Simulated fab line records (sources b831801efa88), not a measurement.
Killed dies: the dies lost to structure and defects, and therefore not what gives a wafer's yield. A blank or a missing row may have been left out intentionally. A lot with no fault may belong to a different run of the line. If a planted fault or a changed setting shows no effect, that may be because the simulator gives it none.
Comparing a struck lot with a sound one :: flow sfq_line :: 42 steps out of a route of 325
Sound: wafers L554.2, L554.3, L554.5. Struck: wafer L566.1 (left out: L566.2, L566.4 of the same lot, which were not struck); the cause appears at the end.
Each step with rows lists, per side, the tool, then ch with its chambers, then its first start. Under that, the readings that differ: sound wafers :: struck wafers :: difference of the means :: sigmas: that difference in standard deviations of wafers without a fault.
alike: words and numbers the same on both sides, and readings whose means are apart by under 2 such deviations; not compared: readings that were withheld, readings missing a value for some wafer, numbers with overlapping values and no deviation given by the record, and bounds like >300 which may hide the same value.
The two part at a step that has a row with sigmas, a row that says differs or no value, or rows on one side only. Numbers that have no deviation but don't overlap get no sigmas and don't part them. A reading that every wafer of one side lacks parts them only if that side has two wafers or more.

first, 6 steps without rows for these wafers: SFQ_TRILAYER_I2_VIA_LITHO_COAT_072 (resist thk 62 nm); SFQ_TRILAYER_I2_VIA_LITHO_COAT_067 (resist thk 650 nm); SFQ_TRILAYER_I2_VIA_LITHO_SOFTBAKE_071; SFQ_TRILAYER_I2_VIA_LITHO_EXPOSE_068 (exposes mask I2, target cd 500 nm); SFQ_TRILAYER_I2_VIA_LITHO_PEB_070 (peb time 60 s); SFQ_TRILAYER_I2_VIA_LITHO_DEVELOP_069 (time 60 s).
SFQ_I2_OVL_MEAS_918:
  sound on overlay-01, day 38 23:55; struck on overlay-01, day 44 08:06
  alike: I2_OVL
then, 1 step without rows for these wafers: SFQ_TRILAYER_I2_VIA_BARC_OPEN_VIA_ETCH_096 (etches BARC in O2, target depth 125 nm, time 41.7 s).
SFQ_TRILAYER_I2_VIA_ETCH_VIA_ETCH_070: etches SiO2 in CHF3, stops on Nb, target depth 260 nm.
  sound on rie_diel-02 ch 1,2,3, day 38 23:59; struck on rie_diel-01 ch 1, day 44 08:11
  alike: chamber_pressure_mTorr, drypump_motor_current_A, oes_product_au
then, 3 steps without rows for these wafers: SFQ_TRILAYER_I2_VIA_STRIP_STRIP_071 (strips in O2); SFQ_TRILAYER_I2_VIA_STRIP_SOLV_CLEAN_072 (cleans in NMP, time 600 s); SFQ_TRILAYER_M3_DEP_PRE_CLEAN_074 (time 22.5 s).
SFQ_TRILAYER_M3_DEP_SPUTTER_073: material Nb, target thk 200 nm, time 133.3 s.
  sound on pvd_sputter-06, day 39 00:54; struck on pvd_sputter-05, day 44 09:05
reading: cathode_dc_power_W (W)
sound: 2000.2 2000.2 2000.2
struck: 1839.6
difference: -160.6
sigmas: -99 or more

reading: model.Nb_of_TRILAYER_M3_DEP_SPUTTER_073.thk_nm (nm)
sound: 195.7 194.9 197.6
struck: 183.4
difference: -12.7
sigmas: 
  alike: throttle_valve_pct
SFQ_M3_RS_MEAS_919: measures by four-point-probe.
  sound on film_metro-03, day 39 01:01; struck on film_metro-04, day 44 09:11
reading: M3_NB_RS (ohm/sq)
sound: 0.911 0.912 0.898
struck: 0.971
difference: +0.064
sigmas: +6
then, 6 steps without rows for these wafers: SFQ_TRILAYER_M3_LITHO_COAT_080 (resist thk 62 nm); SFQ_TRILAYER_M3_LITHO_COAT_075 (resist thk 600 nm); SFQ_TRILAYER_M3_LITHO_SOFTBAKE_079; SFQ_TRILAYER_M3_LITHO_EXPOSE_076 (exposes mask M3, target cd 500 nm); SFQ_TRILAYER_M3_LITHO_PEB_078 (peb time 60 s); SFQ_TRILAYER_M3_LITHO_DEVELOP_077 (time 60 s).
-- the record jumps here: 5 days lie between the struck wafers' starts before and after --
SFQ_M3_OVL_MEAS_921:
  sound on overlay-01, day 44 04:23; struck on overlay-01, day 49 14:22
  alike: M3_OVL
then, 1 step without rows for these wafers: SFQ_TRILAYER_M3_BARC_OPEN_METAL_ETCH_100 (etches BARC in O2, target depth 125 nm, time 41.7 s).
SFQ_TRILAYER_M3_ETCH_METAL_ETCH_078: etches Nb in Cl2/Ar, stops on SiO2, target depth 240 nm, time 120 s.
  sound on rie_metal-02 ch 0,1, day 44 04:28; struck on rie_metal-03 ch 0, day 49 14:28
reading: oes_product_au (a.u.)
sound: 0.882 0.883 0.886
struck: 0.845
difference: -0.039
sigmas: -5
  alike: chamber_pressure_mTorr, drypump_motor_current_A
  not compared: rf_hours_counter_h
then, 4 steps without rows for these wafers: SFQ_TRILAYER_M3_STRIP_STRIP_079 (strips in O2); SFQ_TRILAYER_M3_STRIP_SOLV_CLEAN_080 (cleans in NMP, time 600 s); SFQ_TRILAYER_I3_DEP_PECVD_081 (deposits SiO2 from SiH4/N2O, time 111.11 s, target thk 500 nm); SFQ_TRILAYER_I3_CMP_CMP_082 (polishes SiO2).
SFQ_I3_BOW_MEAS_922:
  sound on film_metro-01, day 44 23:52; struck on film_metro-02, day 50 11:03
reading: I3_BOW (um)
sound: -10 -9 -19
struck: 6
difference: +19
sigmas: +2
SFQ_TRILAYER_I3_METRO_MEASURE_083:
  sound on film_metro-01, day 45 00:10; struck on film_metro-02, day 50 11:10
  alike: thk_nm
then, 6 steps without rows for these wafers: SFQ_TRILAYER_I3_VIA_LITHO_COAT_090 (resist thk 62 nm); SFQ_TRILAYER_I3_VIA_LITHO_COAT_085 (resist thk 650 nm); SFQ_TRILAYER_I3_VIA_LITHO_SOFTBAKE_089; SFQ_TRILAYER_I3_VIA_LITHO_EXPOSE_086 (exposes mask I3, target cd 500 nm); SFQ_TRILAYER_I3_VIA_LITHO_PEB_088 (peb time 60 s); SFQ_TRILAYER_I3_VIA_LITHO_DEVELOP_087 (time 60 s).
-- the record jumps here: 5 days lie between the struck wafers' starts before and after --
SFQ_I3_OVL_MEAS_923:
  sound on overlay-02, day 50 05:59; struck on overlay-02, day 55 15:22
  alike: I3_OVL
SFQ_TRILAYER_I3_VIA_BARC_OPEN_VIA_ETCH_121: etches BARC in O2, target depth 125 nm, time 41.7 s.
  sound on rie_diel-04 ch 1,3, day 50 06:01; struck on rie_diel-02 ch 1, day 55 15:25
  alike: chamber_pressure_mTorr, drypump_motor_current_A, oes_product_au
  not compared: rf_hours_counter_h
SFQ_TRILAYER_I3_VIA_ETCH_VIA_ETCH_088: etches SiO2 in CHF3, stops on Nb, target depth 260 nm.
  sound on rie_diel-04 ch 1,3, day 50 06:03; struck on rie_diel-02 ch 1, day 55 15:27
reading: chamber_pressure_mTorr (mTorr)
sound: 30.061 30.037 30.025
struck: 29.973
difference: -0.068
sigmas: -3
  alike: drypump_motor_current_A, oes_product_au
SFQ_TRILAYER_I3_VIA_STRIP_STRIP_089: strips in O2.
  sound on rie_metal-01 ch 0,1, day 50 06:10; struck on rie_metal-01 ch 0, day 55 15:34
  alike: chamber_pressure_mTorr, drypump_motor_current_A, oes_product_au
  not compared: rf_hours_counter_h
then, 2 steps without rows for these wafers: SFQ_TRILAYER_I3_VIA_STRIP_SOLV_CLEAN_090 (cleans in NMP, time 600 s); SFQ_TRILAYER_M4_DEP_PRE_CLEAN_092 (time 22.5 s).
-- the record jumps here: 36 days lie between the struck wafers' starts before and after --
SFQ_M8_BOW_MEAS_951:
  sound on film_metro-02, day 79 14:47; struck on film_metro-02, day 91 08:32
reading: model.etest.m3.ohm_um
sound: 1.804 1.823 1.79
struck: 1.934
difference: +0.128
sigmas: 

reading: model.etest.i2.link_ohm
sound: 1.97 1.981 1.954
struck: 2.045
difference: +0.077
sigmas: 

reading: model.etest.i3.link_ohm
sound: 1.984 1.981 1.971
struck: 2.037
difference: +0.058
sigmas: 

reading: model.etest.m3.ohm_sq
sound: 0.9077 0.9117 0.899
struck: 0.9686
difference: +0.0625
sigmas: 
  alike: M8_BOW

== WHERE THEY PART ==
Earliest at SFQ_TRILAYER_M3_DEP_SPUTTER_073; latest, in this record, at SFQ_TRILAYER_I3_VIA_ETCH_VIA_ETCH_088. Later steps at which nothing parts them and some readings are alike: SFQ_TRILAYER_I3_VIA_STRIP_STRIP_089, SFQ_M8_BOW_MEAS_951.

WHY: what had been put in by the simulator
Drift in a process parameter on pvd_sputter-05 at SFQ_TRILAYER_M3_DEP_SPUTTER_073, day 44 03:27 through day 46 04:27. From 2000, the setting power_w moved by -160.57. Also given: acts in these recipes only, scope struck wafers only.
